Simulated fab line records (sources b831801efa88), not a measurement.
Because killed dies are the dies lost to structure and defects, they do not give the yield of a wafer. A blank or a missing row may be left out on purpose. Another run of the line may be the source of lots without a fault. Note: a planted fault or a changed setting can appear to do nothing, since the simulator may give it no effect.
A struck lot beside a sound one ; flow sky130 ; 21 steps out of a route of 708
Sound: the wafers L942.2, L942.3, L942.6. Wafers struck: L951.1, L951.3, L951.5. At the end, the cause is stated.
Order at every step that has rows: each side's tool, ch and its chambers, its first start. Under that, the readings that differ: sound wafers ; struck wafers ; difference of the means ; sigmas: that difference in standard deviations of wafers without a fault.
alike: same words and numbers on both sides, and readings whose means sit less than 2 such deviations apart. not compared: any withheld reading, any reading some wafer has no value for, any bound like >300 that may hide the same value, and any number with overlapping values for which the record gives no deviation.
The two part at a step that has a row with sigmas, a row that says differs or no value, or rows on one side only. Numbers that don't overlap but have no deviation are shown without sigmas and don't part them. A reading missing from all wafers of one side parts the sides only when that side holds two or more wafers.

first, 1 step without rows for these wafers: SKY_RES_XHIGH_IMPLANT_07.
SKY_RES_XHIGH_STRIP_08: strips in O2/N2.
  sound on plasmaAsher-04 ch 0,1, day 27 19:07; struck on plasmaAsher-04 ch 0,1, day 30 06:36
  alike: drypumpMotorCurrentA, oesProductAu, stripTimeToEndpointS
  not compared: rfHoursCounterH
SKY_RES_XHIGH_TW_MEAS_09:
  sound on filmMetro-02 at day 27 19:13; struck on filmMetro-03 at day 30 06:43
  alike: RES_XHIGH_TW
then, 7 steps without rows for these wafers: SKY_SD_N_DEHYDRATE_00 (time 60 s); SKY_SD_N_HMDS_01 (prime time 60 s); SKY_SD_N_COAT_02 (resist thk 1140 nm); SKY_SD_N_SOFTBAKE_03 (time 60 s); SKY_SD_N_EXPOSE_04 (exposes mask NSDM, target cd 380 nm); SKY_SD_N_PEB_05; SKY_SD_N_DEVELOP_06 (develop time 60 s).
SKY_SD_N_CD_MEAS_07: target cd 380 nm.
  sound on cdSem-02 at day 29 00:02; struck on cdSem-01 at day 31 10:23
  alike: cdNm
SKY_SD_N_OVL_MEAS_08:
  sound on overlay-01 at day 29 00:08; struck on overlay-01 at day 31 10:31
  alike: SD_N_OVL
SKY_SD_N_IMPLANT_09:
  sound on implanter-03 ch 0, day 29 00:11; struck on implanter-02 ch 0, day 31 10:33
reading;sound;struck;difference;sigmas
beamOnS (s);17.5 17.7 16.9;19.9 19.5 19.6;+2.3;+3
endStationPressureTorr (Torr);1.45e-05 1.39e-05 1.54e-05;4.99e-05 5.13e-05 5.12e-05;+3.62e-05;+42
faradayCurrentUA;12427 12289 12943;11222 11421 11381;-1212;-3
  alike: beamEnergyKeV, tiltDeg
after that, 1 step had no rows for these wafers: SKY_SD_N_IMPLANT_10.
SKY_SD_N_STRIP_11: strips in O2/N2.
  sound on plasmaAsher-03 ch 0,1, day 29 00:28; struck on plasmaAsher-01 ch 0,1, day 31 10:51
reading;sound;struck;difference;sigmas
stripTimeToEndpointS (s);22.58 22.58 22.56;23.07 23.07 23.06;+0.49;+13
  alike: drypumpMotorCurrentA, oesProductAu
  not compared: rfHoursCounterH
SKY_SD_N_TW_MEAS_12:
  sound on filmMetro-04 at day 29 00:35; struck on filmMetro-02 at day 31 10:57
reading;sound;struck;difference;sigmas
SD_N_TW;3998 4002 3999;4031 4031 4045;+36;+2
then, 1 step without rows for these wafers: SKY_SD_N_CLEAN_13 (cleans in SC1/SC2, time 150 s).
SKY_SD_N_RTA_14: time 2 s.
  sound on rtpAnneal-01 ch 0, day 29 00:41; struck on rtpAnneal-01 ch 0, day 31 11:04
  alike: lampPowerPct, wafer_temp_C_max
SKY_SD_N_RS_MEAS_16: the measuring method here is four-point-probe.
  sound on filmMetro-02 at day 29 00:52; struck on filmMetro-04 at day 31 11:14
reading;sound;struck;difference;sigmas
SD_N_RS (ohm/sq);68.45 68.50 68.61;67.18 67.38 67.27;-1.24;-11
SKY_SD_N_RS_MEAS_17: the measuring method here is four-point-probe.
  sound on filmMetro-02 at day 29 00:59; struck on filmMetro-04 at day 31 11:22
  alike: SD_P_RS
-- here the record skips 17 days between the struck wafers' starts before and after, leaving off in module SD_N and picking up in module PAD_OPEN (first step shown: number 708 of the route) --
SKY_PAD_OPEN_PROBE_99:
  sound on prober-02 at day 46 23:14; struck on prober-02 at day 48 18:31
reading;sound;struck;difference;sigmas
model.etest.resNdiff.lineOhmUm;781.3 782.3 782.6;733.8 743.1 734.4;-45.0;
model.etest.resNdiffHv.rsOhmSq;115.8 115.1 115;109.6 111 110;-5.1;
model.etest.resNdiff.rsOhmSq;121.4 122 121.7;116.4 117 115.7;-5.3;
  alike: killed_at_M0_to_M3, killed_at_M4_up, killedAtContacts, killedAtFrontEnd, killedAtOther, killedDies, killedOpen, killedShort

## WHERE THEY PART
At SKY_SD_N_IMPLANT_09 first; at SKY_SD_N_RS_MEAS_16 last (within this record only). Later steps at which nothing parts them and some readings are alike: SKY_SD_N_RS_MEAS_17, SKY_PAD_OPEN_PROBE_99.

WHY: what had been put in by the simulator
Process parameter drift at SKY_SD_N_IMPLANT_09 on implanter-02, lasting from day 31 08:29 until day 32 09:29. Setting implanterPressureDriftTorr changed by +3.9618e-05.
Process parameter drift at SKY_SD_N_IMPLANT_09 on implanter-02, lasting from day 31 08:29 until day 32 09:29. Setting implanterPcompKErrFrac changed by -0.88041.
